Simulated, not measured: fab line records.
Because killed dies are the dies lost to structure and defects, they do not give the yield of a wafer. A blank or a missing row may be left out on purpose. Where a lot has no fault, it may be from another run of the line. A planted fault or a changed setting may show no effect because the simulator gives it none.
Which tool was responsible? :: flow sky130 :: 39 wafers from 13 lots sampled at 6 of the route's 708 steps

## WHAT THE GAUGES SHOWED, per wafer
SKY_FIELD_ISO_THK_MEAS_02. Usual: FIELD_ISO_OXIDATION_00_THK typically reads 12.05 nm, with standard deviation 0.25.
lot: L111
measured: day 1 17:22
on: film metro-02
FIELD_ISO_OXIDATION_00_THK (nm): 12.37 12.00 12.09
flag: 

lot: L114
measured: day 2 08:52
on: film metro-04
FIELD_ISO_OXIDATION_00_THK (nm): 12.31 12.09 12.10
flag: 

lot: L116
measured: day 2 18:10
on: film metro-04
FIELD_ISO_OXIDATION_00_THK (nm): 11.95 11.82 12.11
flag: 

lot: L117
measured: day 3 00:02
on: film metro-03
FIELD_ISO_OXIDATION_00_THK (nm): 12.61 12.17 12.35
flag: 

lot: L120
measured: day 3 15:34
on: film metro-04
FIELD_ISO_OXIDATION_00_THK (nm): 11.83 11.86 11.83
flag: 

lot: L121
measured: day 3 19:59
on: film metro-02
FIELD_ISO_OXIDATION_00_THK (nm): 11.92 12.26 11.94
flag: 

lot: L126
measured: day 4 21:33
on: film metro-04
FIELD_ISO_OXIDATION_00_THK (nm): 12.08 12.29 12.15
flag: 

lot: L127
measured: day 5 00:38
on: film metro-02
FIELD_ISO_OXIDATION_00_THK (nm): 11.95 11.59 11.86
flag: 

lot: L128
measured: day 5 06:48
on: film metro-04
FIELD_ISO_OXIDATION_00_THK (nm): 12.06 12.23 12.08
flag: 

lot: L129
measured: day 5 10:58
on: film metro-03
FIELD_ISO_OXIDATION_00_THK (nm): 11.48 11.50 11.61
flag: 

lot: L130
measured: day 5 16:50
on: film metro-02
FIELD_ISO_OXIDATION_00_THK (nm): 11.59 11.67 11.69
flag: 

lot: L132
measured: day 6 04:56
on: film metro-03
FIELD_ISO_OXIDATION_00_THK (nm): 11.77 11.87 11.87
flag: 

lot: L133
measured: day 6 09:21
on: film metro-04
FIELD_ISO_OXIDATION_00_THK (nm): 12.11 11.89 12.04
flag: 

SKY_NWELL_TW_MEAS_15. Usual: NWELL_TW typically reads 1812, with standard deviation 10.
lot: L111
measured: day 4 19:28
on: film metro-04
NWELL_TW: 1832 1816 1820
flag: 

lot: L114
measured: day 5 17:03
on: film metro-01
NWELL_TW: 1836 1811 1826
flag: 

lot: L116
measured: day 6 03:31
on: film metro-04
NWELL_TW: 1810 1812 1813
flag: 

lot: L117
measured: day 6 09:10
on: film metro-02
NWELL_TW: 1815 1814 1812
flag: 

lot: L120
measured: day 7 02:23
on: film metro-04
NWELL_TW: 1813 1810 1818
flag: 

lot: L121
measured: day 7 06:39
on: film metro-01
NWELL_TW: 30 30 30
flag: OFF

lot: L126
measured: day 8 12:01
on: film metro-01
NWELL_TW: 1821 1828 1815
flag: 

lot: L127
measured: day 8 19:52
on: film metro-01
NWELL_TW: 1810 1816 1808
flag: 

lot: L128
measured: day 9 03:52
on: film metro-04
NWELL_TW: 1825 1826 1812
flag: 

lot: L129
measured: day 9 08:43
on: film metro-01
NWELL_TW: 1818 1825 1812
flag: 

lot: L130
measured: day 9 13:13
on: film metro-02
NWELL_TW: 1812 1800 1805
flag: 

lot: L132
measured: day 10 00:42
on: film metro-04
NWELL_TW: 1812 1808 1815
flag: 

lot: L133
measured: day 10 07:36
on: film metro-02
NWELL_TW: 1798 1804 1802
flag: 

SKY_NWELL_TW_MEAS_26. Usual: NWELL_2_TW typically reads 491, with standard deviation 3.2.
lot: L111
measured: day 5 13:22
on: film metro-02
NWELL_2_TW: 489 492 490
flag: 

lot: L114
measured: day 6 11:48
on: film metro-02
NWELL_2_TW: 489 491 490
flag: 

lot: L116
measured: day 6 22:43
on: film metro-04
NWELL_2_TW: 493 490 491
flag: 

lot: L117
measured: day 7 04:41
on: film metro-01
NWELL_2_TW: 494 492 492
flag: 

lot: L120
measured: day 7 22:59
on: film metro-01
NWELL_2_TW: 494 495 493
flag: 

lot: L121
measured: day 8 03:03
on: film metro-01
NWELL_2_TW: 491 494 491
flag: 

lot: L126
measured: day 9 09:45
on: film metro-02
NWELL_2_TW: 491 491 490
flag: 

lot: L127
measured: day 9 17:49
on: film metro-04
NWELL_2_TW: 492 494 495
flag: 

lot: L128
measured: day 10 01:21
on: film metro-01
NWELL_2_TW: 486 489 487
flag: 

lot: L129
measured: day 10 07:12
on: film metro-01
NWELL_2_TW: 487 487 486
flag: 

lot: L130
measured: day 10 10:43
on: film metro-02
NWELL_2_TW: 486 488 488
flag: 

lot: L132
measured: day 10 23:04
on: film metro-01
NWELL_2_TW: 486 486 486
flag: 

lot: L133
measured: day 11 06:19
on: film metro-04
NWELL_2_TW: 492 492 493
flag: 

SKY_VT_ADJUST_HVTP_CD_MEAS_07 targets a cd of 380 nm. Usual: cd nm 380.3 nm, standard deviation 2.7.
lot: L111
measured: day 6 07:54
on: cd sem-01
cd nm (nm): 377.2 378.7 379.5
flag: 

lot: L114
measured: day 7 07:10
on: cd sem-01
cd nm (nm): 378.7 378.7 380.0
flag: 

lot: L116
measured: day 7 19:14
on: cd sem-01
cd nm (nm): 381.9 381.7 382.1
flag: 

lot: L117
measured: day 8 01:25
on: cd sem-01
cd nm (nm): 382.3 382.1 380.5
flag: 

lot: L120
measured: day 8 20:31
on: cd sem-02
cd nm (nm): 386.3 386.2 386.4
flag: 

lot: L121
measured: day 8 23:46
on: cd sem-02
cd nm (nm): 379.7 380.7 377.4
flag: 

lot: L126
measured: day 10 08:02
on: cd sem-02
cd nm (nm): 376.9 379.2 379.4
flag: 

lot: L127
measured: day 10 15:53
on: cd sem-01
cd nm (nm): 384.7 379.6 380.5
flag: 

lot: L128
measured: day 10 23:55
on: cd sem-01
cd nm (nm): 377.0 378.3 378.6
flag: 

lot: L129
measured: day 11 06:38
on: cd sem-02
cd nm (nm): 380.1 380.9 381.3
flag: 

lot: L130
measured: day 11 09:49
on: cd sem-02
cd nm (nm): 376.4 376.5 372.2
flag: 

lot: L132
measured: day 11 22:34
on: cd sem-02
cd nm (nm): 383.5 381.6 382.0
flag: 

lot: L133
measured: day 12 06:40
on: cd sem-01
cd nm (nm): 374.0 373.6 375.3
flag: 

## WHICH TOOL RAN EACH LOT (tool, then ch and the chambers of the sampled wafers, then the start)
lot: L111
SKY_PWDE_STRIP_09: plasma asher-02 ch 0,1, day 4 01:44
SKY_NWELL_STRIP_14: plasma asher-04 ch 0,1, day 4 19:23

lot: L114
SKY_PWDE_STRIP_09: plasma asher-03 ch 0,1, day 4 22:06
SKY_NWELL_STRIP_14: plasma asher-04 ch 1, day 5 16:57

lot: L116
SKY_PWDE_STRIP_09: plasma asher-01 ch 0,1, day 5 08:48
SKY_NWELL_STRIP_14: plasma asher-03 ch 0,1, day 6 03:24

lot: L117
SKY_PWDE_STRIP_09: plasma asher-03 ch 0,1, day 5 14:38
SKY_NWELL_STRIP_14: plasma asher-03 ch 0,1, day 6 09:05

lot: L120
SKY_PWDE_STRIP_09: plasma asher-01 ch 0,1, day 6 07:11
SKY_NWELL_STRIP_14: plasma asher-04 ch 0,1, day 7 02:17

lot: L121
SKY_PWDE_STRIP_09: plasma asher-01 ch 0,1, day 6 11:26
SKY_NWELL_STRIP_14: plasma asher-03 ch 0,1, day 7 06:33

lot: L126
SKY_PWDE_STRIP_09: plasma asher-02 ch 0,1, day 7 14:33
SKY_NWELL_STRIP_14: plasma asher-04 ch 0,1, day 8 11:55

lot: L127
SKY_PWDE_STRIP_09: plasma asher-03 ch 0,1, day 7 22:30
SKY_NWELL_STRIP_14: plasma asher-01 ch 0,1, day 8 19:45

lot: L128
SKY_PWDE_STRIP_09: plasma asher-02 ch 1, day 8 06:23
SKY_NWELL_STRIP_14: plasma asher-04 ch 0,1, day 9 03:46

lot: L129
SKY_PWDE_STRIP_09: plasma asher-02 ch 0,1, day 8 10:42
SKY_NWELL_STRIP_14: plasma asher-01 ch 0,1, day 9 08:36

lot: L130
SKY_PWDE_STRIP_09: plasma asher-01 ch 0,1, day 8 14:50
SKY_NWELL_STRIP_14: plasma asher-04 ch 0,1, day 9 13:08

lot: L132
SKY_PWDE_STRIP_09: plasma asher-03 ch 0,1, day 9 01:33
SKY_NWELL_STRIP_14: plasma asher-03 ch 0,1, day 10 00:36

lot: L133
SKY_PWDE_STRIP_09: plasma asher-02 ch 0,1, day 9 08:57
SKY_NWELL_STRIP_14: plasma asher-03 ch 0,1, day 10 07:30
- SKY_PWDE_STRIP_09: strips in O2/N2.
- SKY_NWELL_STRIP_14: strips in O2/N2.

## WHAT THE TOOLS THEMSELVES READ (means of the sampled wafers that have a number; where no wafer has one, the mark that the record gives instead)
SKY_PWDE_STRIP_09. Usual: drypump motor current A 5.7 A, standard deviation 0.43; oes product au 0.722 a.u., standard deviation 0.0051; strip time to endpoint s 36.88 s, standard deviation 0.088.
lot: L111
tool: plasma asher-02
drypump motor current A (A): 5.3
oes product au (a.u.): 0.719
strip time to endpoint s (s): 36.92
flag: 

lot: L114
tool: plasma asher-03
drypump motor current A (A): 6.2
oes product au (a.u.): 0.721
strip time to endpoint s (s): 36.90
flag: 

lot: L116
tool: plasma asher-01
drypump motor current A (A): 5.6
oes product au (a.u.): 0.722
strip time to endpoint s (s): 36.71
flag: 

lot: L117
tool: plasma asher-03
drypump motor current A (A): 6.3
oes product au (a.u.): 0.725
strip time to endpoint s (s): 36.87
flag: 

lot: L120
tool: plasma asher-01
drypump motor current A (A): 5.6
oes product au (a.u.): 0.721
strip time to endpoint s (s): 36.98
flag: 

lot: L121
tool: plasma asher-01
drypump motor current A (A): 5.8
oes product au (a.u.): 0.930
strip time to endpoint s (s): -
flag: OFF

lot: L126
tool: plasma asher-02
drypump motor current A (A): 5.3
oes product au (a.u.): 0.725
strip time to endpoint s (s): 36.74
flag: 

lot: L127
tool: plasma asher-03
drypump motor current A (A): 6.0
oes product au (a.u.): 0.721
strip time to endpoint s (s): 36.95
flag: 

lot: L128
tool: plasma asher-02
drypump motor current A (A): 5.5
oes product au (a.u.): 0.726
strip time to endpoint s (s): 36.89
flag: 

lot: L129
tool: plasma asher-02
drypump motor current A (A): 5.2
oes product au (a.u.): 0.725
strip time to endpoint s (s): 36.82
flag: 

lot: L130
tool: plasma asher-01
drypump motor current A (A): 5.6
oes product au (a.u.): 0.726
strip time to endpoint s (s): 36.89
flag: 

lot: L132
tool: plasma asher-03
drypump motor current A (A): 6.2
oes product au (a.u.): 0.722
strip time to endpoint s (s): 36.93
flag: 

lot: L133
tool: plasma asher-02
drypump motor current A (A): 5.3
oes product au (a.u.): 0.721
strip time to endpoint s (s): 36.80
flag: 

SKY_NWELL_STRIP_14. Usual: drypump motor current A 5.9 A, standard deviation 0.44; oes product au 0.722 a.u., standard deviation 0.0046; strip time to endpoint s 36.90 s, standard deviation 0.12.
lot: L111
tool: plasma asher-04
drypump motor current A (A): 5.9
oes product au (a.u.): 0.723
strip time to endpoint s (s): 36.70
flag: 

lot: L114
tool: plasma asher-04
drypump motor current A (A): 5.2
oes product au (a.u.): 0.723
strip time to endpoint s (s): 36.80
flag: 

lot: L116
tool: plasma asher-03
drypump motor current A (A): 6.3
oes product au (a.u.): 0.724
strip time to endpoint s (s): 36.78
flag: 

lot: L117
tool: plasma asher-03
drypump motor current A (A): 6.2
oes product au (a.u.): 0.723
strip time to endpoint s (s): 36.88
flag: 

lot: L120
tool: plasma asher-04
drypump motor current A (A): 5.8
oes product au (a.u.): 0.727
strip time to endpoint s (s): 37.00
flag: 

lot: L121
tool: plasma asher-03
drypump motor current A (A): 6.3
oes product au (a.u.): 0.727
strip time to endpoint s (s): 60.75
flag: OFF

lot: L126
tool: plasma asher-04
drypump motor current A (A): 5.5
oes product au (a.u.): 0.722
strip time to endpoint s (s): 37.12
flag: 

lot: L127
tool: plasma asher-01
drypump motor current A (A): 5.8
oes product au (a.u.): 0.720
strip time to endpoint s (s): 36.80
flag: 

lot: L128
tool: plasma asher-04
drypump motor current A (A): 5.5
oes product au (a.u.): 0.721
strip time to endpoint s (s): 36.82
flag: 

lot: L129
tool: plasma asher-01
drypump motor current A (A): 5.6
oes product au (a.u.): 0.724
strip time to endpoint s (s): 36.83
flag: 

lot: L130
tool: plasma asher-04
drypump motor current A (A): 5.5
oes product au (a.u.): 0.720
strip time to endpoint s (s): 36.98
flag: 

lot: L132
tool: plasma asher-03
drypump motor current A (A): 6.0
oes product au (a.u.): 0.723
strip time to endpoint s (s): 36.68
flag: 

lot: L133
tool: plasma asher-03
drypump motor current A (A): 6.3
oes product au (a.u.): 0.724
strip time to endpoint s (s): 36.95
flag: 

## THE ANSWER, worked out from the rows above alone
Rule: take the mean of a lot's wafers that have a number; if it is more than 3 standard deviations from the usual mean, the lot is off. A lot without any number at a reading at which 4 lots or more have one is off too. The other lots that the step has rows for count as sound. The gauges are gone through in route order, then the tools' own readings, and for those a lot's mean is taken as printed above. The first step at which some lot is off is used, and at that step the reading that is off furthest; a lot without a number counts as furthest.
Off: L121, at SKY_NWELL_TW_MEAS_15 (NWELL_TW).
A tool fits if, at a process step before that reading, it ran every lot that is off, and no sound lot after the first of them. Not tried: the gauges at SKY_NWELL_TW_MEAS_15; whatever is off there is also off at SKY_PWDE_STRIP_09, on other tools, and gauge error can't account for it. Not one of the candidates tried fits.

## WHAT THE SIMULATOR HAD INSERTED
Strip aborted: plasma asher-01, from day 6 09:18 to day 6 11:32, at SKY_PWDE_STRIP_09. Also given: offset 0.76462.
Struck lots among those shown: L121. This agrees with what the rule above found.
